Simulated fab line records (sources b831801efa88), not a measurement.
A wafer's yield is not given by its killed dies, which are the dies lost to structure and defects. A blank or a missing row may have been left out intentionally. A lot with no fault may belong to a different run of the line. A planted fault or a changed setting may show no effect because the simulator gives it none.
Chamber matching    flow sky130    rie-diel-03 running SKY_CONTACT_ETCH_17: 4 sister chambers
The step etches SiO2 in C4F8/O2/Ar, stops on Si3N4, target depth 340 nm. 14 wafers are shown with their chamber, then 7 later ones without.

WAFERS PAIRED WITH THEIR CHAMBERS
wafer   chamber  bias-w (W)  oes-product-au (a.u.)
L232.1  2        1211        0.898
L232.2  3        1199        0.885
L232.5  1        1205        0.897
L233.1  2        1200        0.895
L233.2  0        1195        0.889
L233.4  1        1200        0.893
L234.1  3        1204        0.898
L234.3  2        1202        0.891
L234.5  3        1201        0.889
L235.1  1        1203        0.886
L235.4  3        1202        0.896
L235.5  0        1201        0.894
L236.2  1        1200        0.876
L236.5  2        1201        0.892

SIGNATURES (averages over the wafers above)
reading         chamber 0  chamber 1  chamber 2  chamber 3  scatter within a chamber
bias-w          1198.00    1202.00    1203.50    1201.50    3.55
oes-product-au  0.89150    0.88800    0.89400    0.89200    0.00638
Rule: a wafer lies at a distance from a chamber equal to the root of the sum of squares, over the readings, of (its reading less the chamber's mean, divided by the reading's scatter). The wafer belongs to the nearest chamber; if the next one is less than 2 further off, it can't be placed. The scatter: take each reading less its chamber's mean, square it, sum over the shown wafers, divide by the number of wafers less the number of chambers, and take the root.

WAFERS MISSING THEIR CHAMBER
wafer   bias-w (W)  oes-product-au (a.u.)
L236.6  1198        0.894
L241.1  1201        0.889
L241.2  1198        0.893
L241.3  1203        0.890
L247.1  1199        0.895
L247.4  1201        0.885
L247.6  1201        0.895

WHICH CHAMBER EACH WENT THROUGH
wafer   from the rows above                in truth
L236.6  can't be placed: 0 or 3 or 1 or 2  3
L241.1  can't be placed: 1 or 3 or 0 or 2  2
L241.2  can't be placed: 0 or 3 or 1 or 2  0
L241.3  can't be placed: 1 or 3 or 2 or 0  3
L247.1  can't be placed: 0 or 3 or 2 or 1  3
L247.4  can't be placed: 1 or 3 or 0 or 2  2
L247.6  can't be placed: 3 or 2 or 0 or 1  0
Placed correctly: 0 of 7. Unplaceable from these rows: 7, with the true chamber sitting among the candidates in 7. Placed wrongly: 0.
